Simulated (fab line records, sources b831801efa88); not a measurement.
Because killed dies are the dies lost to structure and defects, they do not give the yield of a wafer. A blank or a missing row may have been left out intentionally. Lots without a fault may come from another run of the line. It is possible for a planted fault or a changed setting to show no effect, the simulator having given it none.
Struck lot and sound lot, side by side / flow sfq line / 18 steps out of a route of 325
Sound: these wafers, L586.2, L586.3, L586.6. Wafers struck: L593.3, L593.4, L593.5. Last of all comes the cause.
Each step with rows lists, per side, the tool, then ch with its chambers, then its first start. Under that, the readings that differ: sound wafers / struck wafers / difference of the means / sigmas: that difference in standard deviations of wafers without a fault.
alike: same words and numbers on both sides, and readings whose means sit less than 2 such deviations apart. not compared: any withheld reading, any reading some wafer has no value for, any bound like >300 that may hide the same value, and any number with overlapping values for which the record gives no deviation.
The two part at a step that has a row with sigmas, a row that says differs or no value, or rows on one side only. When numbers do not overlap yet have no deviation, they are printed without sigmas and do not part them. A reading that every wafer of one side lacks parts them only if that side has two wafers or more.

SFQ_I6_OVL_MEAS_942:
  struck on overlay-02, day 77 09:10; sound on overlay-01, day 76 09:10
  alike: I6_OVL
SFQ_TRILAYER_I6_VIA_BARC_OPEN_VIA_ETCH_235: etches BARC in O2, target depth 125 nm, time 41.7 s.
  sound on rie diel-04 ch 1,2,3, day 76 09:12; struck on rie diel-04 ch 1,2,3, day 77 09:11
  alike: bias w, drypump motor current A, oes product au
  not compared: rf hours counter h
SFQ_TRILAYER_I6_VIA_ETCH_VIA_ETCH_172: etches SiO2 in CHF3, stops on Nb, target depth 260 nm.
  sound on rie diel-04 ch 1,2,3, day 76 09:14; struck on rie diel-04 ch 1,2,3, day 77 09:14
reading=bias w (W); sound=79.93 79.74 79.53; struck=80.21 80.30 80.14; difference=+0.48; sigmas=+2
  alike: drypump motor current A, oes product au
SFQ_TRILAYER_I6_VIA_STRIP_STRIP_173: strips in O2.
  sound on rie metal-04 ch 1, day 76 09:33; struck on rie metal-04 ch 1, day 77 09:45
  alike: drypump motor current A, he backside leak sccm, oes product au
  not compared: rf hours counter h
then, 2 steps without rows for these wafers: SFQ_TRILAYER_I6_VIA_STRIP_SOLV_CLEAN_174 (cleans in NMP, time 600 s); SFQ_TRILAYER_M7_DEP_PRE_CLEAN_176 (time 22.5 s).
SFQ_TRILAYER_M7_DEP_SPUTTER_175: material Nb, target thk 200 nm, time 133.3 s.
  struck on pvd sputter-04, day 77 10:45; sound on pvd sputter-06, day 76 10:45
  alike: substrate temp c, throttle valve pct
SFQ_M7_RS_MEAS_943: measurement is done with a four-point probe.
  struck on film metro-03, day 77 10:53; sound on film metro-04, day 76 10:52
  alike: M7_NB_RS
then, 3 steps without rows for these wafers: SFQ_TRILAYER_M7_LITHO_COAT_182 (resist thk 62 nm); SFQ_TRILAYER_M7_LITHO_COAT_177 (resist thk 600 nm); SFQ_TRILAYER_M7_LITHO_SOFTBAKE_181.
SFQ_TRILAYER_M7_LITHO_EXPOSE_178: exposes mask M7, target cd 500 nm.
  sound on krf scanner-01 ch 0, day 76 15:04; struck on krf scanner-01 ch 0, day 77 14:04
reading=exposure dose mJ cm2; sound=14.407 14.383 14.404; struck=14.964 14.980 14.992; difference=+0.581; sigmas=+41
  alike: mask
then, 2 steps without rows for these wafers: SFQ_TRILAYER_M7_LITHO_PEB_180 (peb time 60 s); SFQ_TRILAYER_M7_LITHO_DEVELOP_179 (time 60 s).
SFQ_M7_OVL_MEAS_945:
  struck on overlay-01, day 77 15:10; sound on overlay-02, day 76 16:34
reading=M7_OVL (nm); sound=8 5 8; struck=-10 -2 -7; difference=-13; sigmas=-3
SFQ_TRILAYER_M7_BARC_OPEN_METAL_ETCH_229: etches BARC in O2, target depth 125 nm, time 41.7 s.
  sound on rie metal-01 ch 0, day 76 16:37; struck on rie metal-02 ch 0,1, day 77 15:13
reading=model.M7.cd nm (nm); sound=498.1 499.8 500; struck=490.4 492.3 492.8; difference=-7.5; sigmas=
  alike: bias w, drypump motor current A, he backside leak sccm, oes product au
  not compared: rf hours counter h
SFQ_TRILAYER_M7_ETCH_METAL_ETCH_180: etches Nb in Cl2/Ar, stops on SiO2, target depth 240 nm, time 120 s.
  sound on rie metal-01 ch 0, day 76 16:46; struck on rie metal-02 ch 0,1, day 77 15:18
reading=model.M7.cd nm (nm); sound=495.6 497 497.2; struck=492.2 491.4 493.3; difference=-4.3; sigmas=
  alike: bias w, drypump motor current A, he backside leak sccm, oes product au
  not compared: rf hours counter h
SFQ_TRILAYER_M7_STRIP_STRIP_181: strips in O2.
  sound on rie metal-01 ch 0, day 76 17:10; struck on rie metal-02 ch 0,1, day 77 15:35
  alike: drypump motor current A, he backside leak sccm, oes product au
  not compared: rf hours counter h

== WHERE THEY PART ==
First at SFQ_TRILAYER_I6_VIA_ETCH_VIA_ETCH_172; last, within this record, at SFQ_M7_OVL_MEAS_945. Later steps at which nothing parts them and some readings are alike: SFQ_TRILAYER_M7_BARC_OPEN_METAL_ETCH_229, SFQ_TRILAYER_M7_ETCH_METAL_ETCH_180, SFQ_TRILAYER_M7_STRIP_STRIP_181.

WHY: what had been put in by the simulator
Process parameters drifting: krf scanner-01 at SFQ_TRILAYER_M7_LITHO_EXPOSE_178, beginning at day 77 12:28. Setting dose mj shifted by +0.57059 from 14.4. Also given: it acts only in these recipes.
